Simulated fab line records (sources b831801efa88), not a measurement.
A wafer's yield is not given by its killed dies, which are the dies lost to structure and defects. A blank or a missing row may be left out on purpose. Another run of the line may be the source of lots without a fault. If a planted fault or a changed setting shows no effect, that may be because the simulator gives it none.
fab line records	flow sky130	part 1 of 2: steps 1 to 28 of 43
[record] lots = 5	wafers = 15	last_day = 50
route steps=708 shown VIA3@588 METAL4@598 CAP2M@603
lots that met no fault: from a run of the same line without faults
start_h: hours from the record's opening day to when the first of the lot's shown wafers began	wait_h: time in hours since the lot's previous step	" same as the row above	L1.1+2: one row covering several wafers at once	- either no value or no given start	* or withheld: withheld	< > ~ a bound
route shown NAME@n: a module of which the file shows steps, and the number in the route of the first	usual: mean/standard deviation taken from wafers without a fault	same: alike in all rows	chamber/n: place in a boat	sites: per-site readings	_std_site: standard deviation across them	_edge_site: outer sites' mean less inner sites'	radius_mm: how far each site lies from the wafer's centre	mask NAME#n: copy n	behind: the most recent tool/chamber to have shaped the wafer	hold: why the lot went on hold/how many hours it stayed there/how the hold came to an end	device: names the non-switching transistor (n, p or np)	end of line: tests of these same wafers at the route's end	a step with no rows: only its recipe	killed: count of dies lost to structure and defects at first sort (not the wafer's yield)	map: the dies of a wafer, with x for killed, . for not killed, _ for no die there
set.NAME: the run value of the setting; set.NAME@STEP: its run value at that earlier step	model.NAME: the simulator's own value behind a step, which no gauge read
lots at some steps of the route; a table a step, a row a wafer
services: from which hour (start_h, from the record's first day; less than 0 if before it) a tool's chamber was out of use, for how many hours, and why
[[steps]]
[step SKY_VIA3_ETCH_15]
[recipe] target = SiO2	chemistry = C4F8/O2/Ar	target_depth_nm = 507	stop_on = TiN	mask_material = KrF-thick	source_w = 1500	bias_w = 1200	pressure_mtorr = 40	c4f8_flow_sccm = withheld	O2_flow_sccm = 6	Ar_flow_sccm = 300	time_s = 78
[usual] oes_product_au = 0.946/0.0043
lot.wafer	tool	chamber	start_h	wait_h	oes_product_au	rf_hours_counter_h
L074.2	rie_diel-03	2	927.96	0.0	0.941	26
L074.4	"	0	"	"	0.946	-
L074.6	"	1	"	"	0.947	-
L077.1	rie_diel-01	2	961.36	0.0	0.951	2
L077.2	"	3	"	"	0.948	21
L077.5	"	1	"	"	0.939	-
L080.1	rie_diel-01	3	971.71	0.0	0.955	21
L080.2	"	1	"	"	0.945	12
L080.6	"	0	"	"	0.951	-
L088.2	rie_diel-01	3	1023.32	0.0	0.944	23
L088.4	"	2	"	"	0.941	4
L088.6	"	2	"	"	0.944	-
L096.1	rie_diel-04	2	1079.68	0.0	0.943	32
L096.4	"	3	"	"	0.946	29
L096.6	"	1	"	"	0.947	-
[step SKY_VIA3_STRIP_16]
[recipe] chemistry = O2/N2	power_w = 1400	pressure_mtorr = 1500	platen_temp_c = withheld	o2_flow_sccm = 3000	n2_flow_sccm = 300	overash_fraction = 0.5
[usual] drypump_motor_current_A = 5.5/0.49	oes_product_au = 0.401/0.0045	strip_time_to_endpoint_s = 4.127/0.023
lot.wafer	tool	chamber	start_h	wait_h	drypump_motor_current_A	oes_product_au	rf_hours_counter_h	strip_time_to_endpoint_s
L074.2	plasma_asher-02	1	928.02	0.0	5.2	0.396	80	4.076
L074.4	"	1	"	"	5.2	0.397	-	4.083
L074.6	"	1	"	"	5.2	0.404	-	4.102
L077.1	plasma_asher-02	1	961.42	0.0	5.2	0.404	83	4.120
L077.2	"	0	"	"	6.2	0.408	83	4.086
L077.5	"	0	"	"	6.2	0.407	-	4.129
L080.1	plasma_asher-02	1	971.77	0.0	5.2	0.398	84	4.099
L080.2	"	0	"	"	6.3	0.396	84	4.143
L080.6	"	0	"	"	6.3	0.397	-	4.131
L088.2	plasma_asher-03	0	1023.38	0.0	5.0	0.396	120	4.140
L088.4	"	0	"	"	5.0	0.403	-	4.149
L088.6	"	1	"	"	5.1	0.399	-	4.131
L096.1	plasma_asher-04	1	1079.74	0.0	5.5	0.401	32	4.121
L096.4	"	0	"	"	6.0	0.398	-	4.146
L096.6	"	0	"	"	6.0	0.400	-	4.156
[step SKY_VIA3_STRIP_17]
[recipe] chemistry = post_etch_residue_remover	time_s = 1200	temp_c = 72.5
lot.wafer	tool	chamber	start_h	wait_h
L074.2+4+6	wet_bench-03	1	928.12	0.1
L077.1+2+5	wet_bench-04	2	961.52	0.1
L080.1+2+6	wet_bench-03	0	971.87	0.1
L088.2+4+6	wet_bench-04	1	1023.48	0.1
L096.1+4+6	wet_bench-03	0	1079.84	0.1
[step SKY_VIA3_CLEAN_18]
[recipe] chemistry = IPA	time_s = 180	temp_c = 25
lot.wafer	tool	chamber	start_h	wait_h
L074.2+4+6	wet_bench-01	3	928.46	0.0
L077.1+2+5	wet_bench-03	1	961.86	0.0
L080.1+2+6	wet_bench-04	2	972.21	0.0
L088.2+4+6	wet_bench-03	2	1023.82	0.0
L096.1+4+6	wet_bench-04	1	1080.21	0.0
[step SKY_VIA3_CLEAN_19]
[recipe] chemistry = O3/DIW	dry = n2_spin
lot.wafer	tool	chamber	start_h	wait_h
L074.2+4+6	wet_bench-04	1	928.53	0.0
L077.1+2+5	wet_bench-01	0	961.92	0.0
L080.1+2+6	wet_bench-01	0	972.28	0.0
L088.2+4+6	wet_bench-01	2	1023.88	0.0
L096.1+4+6	wet_bench-01	1	1080.27	0.0
[step SKY_VIA3_SPUTTER_20]
[recipe] material = TiN	target_thk_nm = 20	chamber_pressure_pa = 5	power_w = 4000	time_s = 80
[usual] throttle_valve_pct = 29.9/1.1
lot.wafer	tool	chamber	start_h	wait_h	throttle_valve_pct
L074.2	pvd_sputter-02	-	928.63	0.0	28.4
L074.4	"	-	"	"	30.7
L074.6	"	-	"	"	30.7
L077.1	pvd_sputter-03	-	962.01	0.0	30.8
L077.2	"	-	"	"	29.9
L077.5	"	-	"	"	29.2
L080.1	pvd_sputter-02	-	972.37	0.0	30.8
L080.2	"	-	"	"	30.5
L080.6	"	-	"	"	28.3
L088.2	pvd_sputter-04	-	1023.97	0.0	32.5
L088.4	"	-	"	"	29.5
L088.6	"	-	"	"	28.6
L096.1	pvd_sputter-03	-	1080.36	0.0	29.1
L096.4	"	-	"	"	29.7
L096.6	"	-	"	"	30.9
[step SKY_VIA3_CVD_21]
[recipe] material = W	target_thk_nm = 390	time_s = 117.31	temp_c = 400	pressure_torr = 40
[usual] heater_power_w = 829/24
lot.wafer	tool	chamber	start_h	wait_h	heater_power_w
L074.2	cvd_w-02	0	928.70	0.0	797
L074.4	"	0	"	"	790
L074.6	"	1	"	"	824
L077.1	cvd_w-01	0	962.07	0.0	842
L077.2	"	1	"	"	852
L077.5	"	0	"	"	836
L080.1	cvd_w-02	1	972.43	0.0	805
L080.2	"	0	"	"	808
L080.6	"	0	"	"	806
L088.2	cvd_w-02	0	1024.03	0.0	799
L088.4	"	1	"	"	829
L088.6	"	1	"	"	826
L096.1	cvd_w-01	0	1080.42	0.0	843
L096.4	"	0	"	"	857
L096.6	"	1	"	"	856
[step SKY_VIA3_RS_MEAS_22]
[recipe] thk_meas_gauge = four-point-probe	reads = W_of_VIA3_CVD_21+TiN_of_VIA3_SPUTTER_20
[usual] VIA3_W_RS = 0.293/0.0042
lot.wafer	tool	chamber	start_h	wait_h	VIA3_W_RS[ohm/sq]
L074.2	film_metro-04	-	928.84	0.1	0.297
L074.4	"	-	"	"	0.298
L074.6	"	-	"	"	0.298
L077.1	film_metro-01	-	962.20	0.1	0.287
L077.2	"	-	"	"	0.290
L077.5	"	-	"	"	0.291
L080.1	film_metro-02	-	972.55	0.1	0.292
L080.2	"	-	"	"	0.300
L080.6	"	-	"	"	0.298
L088.2	film_metro-01	-	1024.17	0.1	0.297
L088.4	"	-	"	"	0.291
L088.6	"	-	"	"	0.296
L096.1	film_metro-02	-	1080.55	0.1	0.292
L096.4	"	-	"	"	0.292
L096.6	"	-	"	"	0.299
[step SKY_VIA3_THK_MEAS_23]
[recipe] thk_meas_gauge = xrf	reads = W_of_VIA3_CVD_21
[usual] VIA3_W_THK = 395/7
lot.wafer	tool	chamber	start_h	wait_h	VIA3_W_THK[nm]
L074.2	film_metro-04	-	928.95	0.1	387
L074.4	"	-	"	"	384
L074.6	"	-	"	"	385
L077.1	film_metro-01	-	962.32	0.1	407
L077.2	"	-	"	"	402
L077.5	"	-	"	"	397
L080.1	film_metro-02	-	972.67	0.1	393
L080.2	"	-	"	"	382
L080.6	"	-	"	"	384
L088.2	film_metro-01	-	1024.28	0.1	388
L088.4	"	-	"	"	396
L088.6	"	-	"	"	389
L096.1	film_metro-02	-	1080.67	0.1	395
L096.4	"	-	"	"	396
L096.6	"	-	"	"	386
[step SKY_VIA3_CMP_24]
[recipe] stop_on = SiO2	t_overpolish_s = 20	down_force_psi = 3.5	platen_rpm = 60	target_thk_nm = 0	pad_velocity_m_s = 0.94248
[usual] edge_zone_pressure_frac = 1.000/0.0053	motor_current_A = 10.2/0.85	overpolish_run_s = 20.000/0.01	slurry_flow_ml_min = 150.0/0.5	time_to_endpoint_s = 95/3.8
[same] t_overpolish_s = 20
lot.wafer	tool	chamber	start_h	wait_h	edge_zone_pressure_frac	motor_current_A	overpolish_run_s	slurry_flow_ml_min	time_to_endpoint_s
L074.2	cmp-01	3	929.05	0.1	1.003	10.4	19.982	150.4	92
L074.4	"	1	"	"	0.999	12.2	19.996	150.2	94
L074.6	"	2	"	"	1.001	9.9	19.993	150.3	92
L077.1	cmp-01	2	962.39	0.1	1.001	10.4	19.999	150.2	97
L077.2	"	1	"	"	1.010	11.5	20.016	149.7	98
L077.5	"	3	"	"	0.990	9.9	19.994	149.9	96
L080.1	cmp-01	0	972.73	0.1	1.005	9.6	20.013	149.8	101
L080.2	"	2	"	"	1.003	10.3	20.001	149.7	91
L080.6	"	1	"	"	1.002	11.4	19.990	149.3	91
L088.2	cmp-01	1	1024.33	0.0	1.000	11.4	19.996	149.8	93
L088.4	"	3	"	"	1.004	10.1	20.002	150.6	91
L088.6	"	2	"	"	1.013	10.1	19.991	150.5	89
L096.1	cmp-02	0	1080.78	0.1	1.003	9.6	19.996	150.3	93
L096.4	"	1	"	"	0.999	10.9	20.025	150.9	99
L096.6	"	3	"	"	1.004	10.4	20.007	149.9	88
[step SKY_METAL4_SPUTTER_00]
[recipe] material = Ti	target_thk_nm = 15	power_w = 3000	time_s = 10	chamber_pressure_pa = 0.4
[usual] throttle_valve_pct = 30.1/0.8
lot.wafer	tool	chamber	start_h	wait_h	throttle_valve_pct
L074.2	pvd_sputter-01	-	929.30	0.2	30.1
L074.4	"	-	"	"	30.5
L074.6	"	-	"	"	30.3
L077.1	pvd_sputter-02	-	962.69	0.2	29.8
L077.2	"	-	"	"	30.6
L077.5	"	-	"	"	30.0
L080.1	pvd_sputter-01	-	973.03	0.2	31.2
L080.2	"	-	"	"	30.1
L080.6	"	-	"	"	30.2
L088.2	pvd_sputter-02	-	1024.63	0.2	29.7
L088.4	"	-	"	"	28.3
L088.6	"	-	"	"	28.5
L096.1	pvd_sputter-01	-	1081.03	0.2	30.1
L096.4	"	-	"	"	30.0
L096.6	"	-	"	"	30.4
[step SKY_METAL4_SPUTTER_01]
[recipe] material = TiN	target_thk_nm = 20	power_w = 6500	time_s = 16.7	chamber_pressure_pa = 0.4
[usual] throttle_valve_pct = 30.1/0.78
lot.wafer	tool	chamber	start_h	wait_h	throttle_valve_pct
L074.2	pvd_sputter-01	-	929.32	0.0	29.9
L074.4	"	-	"	"	30.6
L074.6	"	-	"	"	29.9
L077.1	pvd_sputter-02	-	962.71	0.0	29.6
L077.2	"	-	"	"	30.7
L077.5	"	-	"	"	30.0
L080.1	pvd_sputter-01	-	973.05	0.0	31.2
L080.2	"	-	"	"	29.7
L080.6	"	-	"	"	30.3
L088.2	pvd_sputter-02	-	1024.66	0.0	29.7
L088.4	"	-	"	"	28.2
L088.6	"	-	"	"	28.7
L096.1	pvd_sputter-01	-	1081.05	0.0	29.9
L096.4	"	-	"	"	29.9
L096.6	"	-	"	"	30.2
[step SKY_METAL4_SPUTTER_02]
[recipe] material = AlCu	target_thk_nm = 735	power_w = 10600	time_s = 39.1	chamber_pressure_pa = 0.4
[usual] throttle_valve_pct = 30.1/0.79
lot.wafer	tool	chamber	start_h	wait_h	throttle_valve_pct
L074.2	pvd_sputter-01	-	929.35	0.0	30.0
L074.4	"	-	"	"	30.7
L074.6	"	-	"	"	29.8
L077.1	pvd_sputter-02	-	962.74	0.0	29.7
L077.2	"	-	"	"	30.6
L077.5	"	-	"	"	29.8
L080.1	pvd_sputter-01	-	973.08	0.0	31.4
L080.2	"	-	"	"	29.8
L080.6	"	-	"	"	30.2
L088.2	pvd_sputter-02	-	1024.68	0.0	30.2
L088.4	"	-	"	"	28.3
L088.6	"	-	"	"	28.3
L096.1	pvd_sputter-01	-	1081.07	0.0	29.9
L096.4	"	-	"	"	30.2
L096.6	"	-	"	"	30.2
[step SKY_METAL4_SPUTTER_03]
[recipe] material = Ti	target_thk_nm = 5	power_w = 3000	time_s = 3.3	chamber_pressure_pa = 0.4
[usual] throttle_valve_pct = 30.1/0.8
lot.wafer	tool	chamber	start_h	wait_h	throttle_valve_pct
L074.2	pvd_sputter-01	-	929.39	0.0	29.7
L074.4	"	-	"	"	30.6
L074.6	"	-	"	"	30.0
L077.1	pvd_sputter-02	-	962.78	0.0	29.8
L077.2	"	-	"	"	30.6
L077.5	"	-	"	"	30.0
L080.1	pvd_sputter-01	-	973.12	0.0	31.2
L080.2	"	-	"	"	29.7
L080.6	"	-	"	"	30.3
L088.2	pvd_sputter-02	-	1024.72	0.0	29.9
L088.4	"	-	"	"	28.3
L088.6	"	-	"	"	28.4
L096.1	pvd_sputter-01	-	1081.11	0.0	29.8
L096.4	"	-	"	"	29.8
L096.6	"	-	"	"	30.3
[step SKY_METAL4_SPUTTER_04]
[recipe] material = TiN	target_thk_nm = 70	power_w = 6500	time_s = 58.3	chamber_pressure_pa = 0.4
[usual] throttle_valve_pct = 30.1/0.79
lot.wafer	tool	chamber	start_h	wait_h	throttle_valve_pct
L074.2	pvd_sputter-01	-	929.40	0.0	29.6
L074.4	"	-	"	"	30.5
L074.6	"	-	"	"	30.0
L077.1	pvd_sputter-02	-	962.79	0.0	29.8
L077.2	"	-	"	"	30.4
L077.5	"	-	"	"	29.8
L080.1	pvd_sputter-01	-	973.14	0.0	31.4
L080.2	"	-	"	"	30.0
L080.6	"	-	"	"	30.2
L088.2	pvd_sputter-02	-	1024.74	0.0	30.0
L088.4	"	-	"	"	28.4
L088.6	"	-	"	"	28.3
L096.1	pvd_sputter-01	-	1081.13	0.0	29.9
L096.4	"	-	"	"	30.0
L096.6	"	-	"	"	30.3
[step SKY_CAP2M_CVD_00]
[recipe] material = SiO2	target_thk_nm = 15.5	temp_c = 400	time_s = withheld	rf_w = 450
[usual] heater_power_w = 705/81
lot.wafer	tool	chamber	start_h	wait_h	heater_power_w
L074.2	pecvd-02	0	929.45	0.0	677
L074.4	"	1	"	"	661
L074.6	"	0	"	"	689
L077.1	pecvd-03	0	962.84	0.0	641
L077.2	"	2	"	"	913
L077.5	"	1	"	"	601
L080.1	pecvd-02	2	973.19	0.0	677
L080.2	"	1	"	"	706
L080.6	"	2	"	"	662
L088.2	pecvd-02	0	1024.79	0.0	663
L088.4	"	0	"	"	642
L088.6	"	2	"	"	745
L096.1	pecvd-02	2	1081.18	0.0	780
L096.4	"	0	"	"	767
L096.6	"	1	"	"	763
[step SKY_CAP2M_THK_MEAS_01]
[recipe] reads = SiO2_of_CAP2M_CVD_00
[usual] CAP2M_CVD_00_THK = 15.44/0.23
lot.wafer	tool	chamber	start_h	wait_h	CAP2M_CVD_00_THK[nm]
L074.2	film_metro-03	-	929.48	-	15.38
L074.4	"	-	"	"	15.66
L074.6	"	-	"	"	15.66
L077.1	film_metro-03	-	962.86	-	15.23
L077.2	"	-	"	"	15.43
L077.5	"	-	"	"	15.56
L080.1	film_metro-04	-	973.21	-	15.58
L080.2	"	-	"	"	15.09
L080.6	"	-	"	"	15.57
L088.2	film_metro-04	-	1024.82	-	15.03
L088.4	"	-	"	"	15.28
L088.6	"	-	"	"	15.58
L096.1	film_metro-02	-	1081.20	-	15.51
L096.4	"	-	"	"	15.66
L096.6	"	-	"	"	15.75
[step SKY_CAP2M_SPUTTER_02]
[recipe] material = TiN	target_thk_nm = 200	temp_c = 300	power_w = 6500	time_s = 166.7	chamber_pressure_pa = 0.4
[usual] throttle_valve_pct = 30.0/1
lot.wafer	tool	chamber	start_h	wait_h	throttle_valve_pct
L074.2	pvd_sputter-03	-	929.53	0.0	30.7
L074.4	"	-	"	"	28.9
L074.6	"	-	"	"	31.3
L077.1	pvd_sputter-03	-	962.92	0.1	30.3
L077.2	"	-	"	"	29.3
L077.5	"	-	"	"	30.6
L080.1	pvd_sputter-04	-	973.27	0.1	30.5
L080.2	"	-	"	"	29.3
L080.6	"	-	"	"	28.4
L088.2	pvd_sputter-03	-	1024.87	0.0	29.3
L088.4	"	-	"	"	30.6
L088.6	"	-	"	"	30.9
L096.1	pvd_sputter-04	-	1081.26	0.1	29.3
L096.4	"	-	"	"	28.6
L096.6	"	-	"	"	30.5
[step SKY_CAP2M_RS_MEAS_03]
[recipe] thk_meas_gauge = four-point-probe	reads = TiN_of_CAP2M_SPUTTER_02
[usual] CAP2M_TIN_RS = 6.91/0.075
lot.wafer	tool	chamber	start_h	wait_h	CAP2M_TIN_RS[ohm/sq]
L074.2	film_metro-04	-	929.66	0.1	6.98
L074.4	"	-	"	"	6.94
L074.6	"	-	"	"	6.94
L077.1	film_metro-02	-	963.03	0.1	6.92
L077.2	"	-	"	"	6.89
L077.5	"	-	"	"	6.89
L080.1	film_metro-02	-	973.38	0.1	6.89
L080.2	"	-	"	"	6.85
L080.6	"	-	"	"	6.89
L088.2	film_metro-04	-	1025.02	0.1	6.79
L088.4	"	-	"	"	6.82
L088.6	"	-	"	"	6.75
L096.1	film_metro-04	-	1081.38	0.1	6.86
L096.4	"	-	"	"	6.93
L096.6	"	-	"	"	6.95
[step SKY_CAP2M_THK_MEAS_04]
[recipe] thk_meas_gauge = xrf	reads = TiN_of_CAP2M_SPUTTER_02
[usual] CAP2M_TIN_THK = 198.8/2.1
lot.wafer	tool	chamber	start_h	wait_h	CAP2M_TIN_THK[nm]
L074.2	film_metro-04	-	929.77	0.1	197.8
L074.4	"	-	"	"	198.0
L074.6	"	-	"	"	198.1
L077.1	film_metro-02	-	963.15	0.1	198.2
L077.2	"	-	"	"	199.1
L077.5	"	-	"	"	199.0
L080.1	film_metro-02	-	973.50	0.1	199.0
L080.2	"	-	"	"	199.9
L080.6	"	-	"	"	199.2
L088.2	film_metro-04	-	1025.13	0.1	202.3
L088.4	"	-	"	"	201.6
L088.6	"	-	"	"	203.8
L096.1	film_metro-04	-	1081.50	0.1	199.6
L096.4	"	-	"	"	197.5
L096.6	"	-	"	"	196.8
[step SKY_CAP2M_DEHYDRATE_05]
[recipe] temp_c = 200	time_s = 60
lot.wafer	tool	chamber	start_h	wait_h
L074.2+4+6	litho_track-01	0	941.70	11.9
L077.1+2+5	litho_track-01	0	974.52	11.4
L080.1+2+6	litho_track-02	0	984.68	11.2
L088.2+4+6	litho_track-01	0	1036.30	11.2
L096.1+4+6	litho_track-03	0	1090.51	9.0
[step SKY_CAP2M_HMDS_06]
[recipe] prime_time_s = 60	prime_temp_c = 120
lot.wafer	tool	chamber	start_h	wait_h
L074.2+4+6	litho_track-01	0	941.85	0.1
L077.1+2+5	litho_track-01	0	974.67	0.1
L080.1+2+6	litho_track-02	0	984.83	0.1
L088.2+4+6	litho_track-01	0	1036.45	0.1
L096.1+4+6	litho_track-03	0	1090.66	0.1
[step SKY_CAP2M_COAT_07]
[recipe] resist = NOVOLAK	spin_rpm = 3000	resist_thk_nm = 1140
lot.wafer	tool	chamber	start_h	wait_h
L074.2+4+6	litho_track-01	0	942.00	0.1
L077.1+2+5	litho_track-01	0	974.82	0.1
L080.1+2+6	litho_track-02	0	984.98	0.1
L088.2+4+6	litho_track-01	0	1036.60	0.1
L096.1+4+6	litho_track-03	0	1090.81	0.1
[step SKY_CAP2M_SOFTBAKE_08]
[recipe] temp_c = 90	time_s = 60	resist = NOVOLAK
lot.wafer	tool	chamber	start_h	wait_h
L074.2+4+6	litho_track-01	0	942.15	0.1
L077.1+2+5	litho_track-01	0	974.97	0.1
L080.1+2+6	litho_track-02	0	985.13	0.1
L088.2+4+6	litho_track-01	0	1036.75	0.1
L096.1+4+6	litho_track-03	0	1090.96	0.1
[step SKY_CAP2M_EXPOSE_09]
[recipe] mask_id = CAP2M	na = 0.6	source_shape = conventional	sigma_outer = 0.6	polarization = unpolarized	target_cd_nm = 1000	dose_mj = 159
[same] na = 0.6
lot.wafer	tool	chamber	start_h	wait_h	mask
L074.2+4+6	iline_stepper-02	0	-	-	CAP2M#0
L077.1+2+5	iline_stepper-01	0	-	-	CAP2M#0
L080.1+2+6	iline_stepper-01	0	-	-	CAP2M#0
L088.2+4+6	iline_stepper-02	0	-	-	CAP2M#0
L096.1+4+6	iline_stepper-01	0	-	-	CAP2M#0
[step SKY_CAP2M_PEB_10]
[recipe] temp_c = withheld	time_s = *	resist = NOVOLAK
lot.wafer	tool	chamber	start_h	wait_h
L074.2+4+6	litho_track-01	0	-	-
L077.1+2+5	litho_track-02	0	-	-
L080.1+2+6	litho_track-02	0	-	-
L088.2+4+6	litho_track-01	0	-	-
L096.1+4+6	litho_track-01	0	-	-
[step SKY_CAP2M_DEVELOP_11]
[recipe] resist = NOVOLAK	developer = TMAH	develop_time_s = 60	dev_temp_c = 23
lot.wafer	tool	chamber	start_h	wait_h
L074.2+4+6	litho_track-01	0	953.50	0.1
L077.1+2+5	litho_track-02	0	986.58	0.1
L080.1+2+6	litho_track-02	0	996.73	0.1
L088.2+4+6	litho_track-01	0	1047.20	0.1
L096.1+4+6	litho_track-01	0	1103.88	0.1
[step SKY_CAP2M_OVL_MEAS_12]
[usual] CAP2M_OVL = -0.4/1.4
lot.wafer	tool	chamber	start_h	wait_h	CAP2M_OVL[nm]
L074.2	overlay-02	-	953.63	0.1	-1.2
L074.4	"	-	"	"	-0.3
L074.6	"	-	"	"	0.9
L077.1	overlay-01	-	986.73	0.1	3.2
L077.2	"	-	"	"	2.7
L077.5	"	-	"	"	0.2
L080.1	overlay-01	-	996.88	0.1	-2.1
L080.2	"	-	"	"	-0.1
L080.6	"	-	"	"	-1.4
L088.2	overlay-02	-	1047.33	0.1	0.6
L088.4	"	-	"	"	-0.2
L088.6	"	-	"	"	0.1
L096.1	overlay-02	-	1104.03	0.1	0.7
L096.4	"	-	"	"	0.0
L096.6	"	-	"	"	-0.1
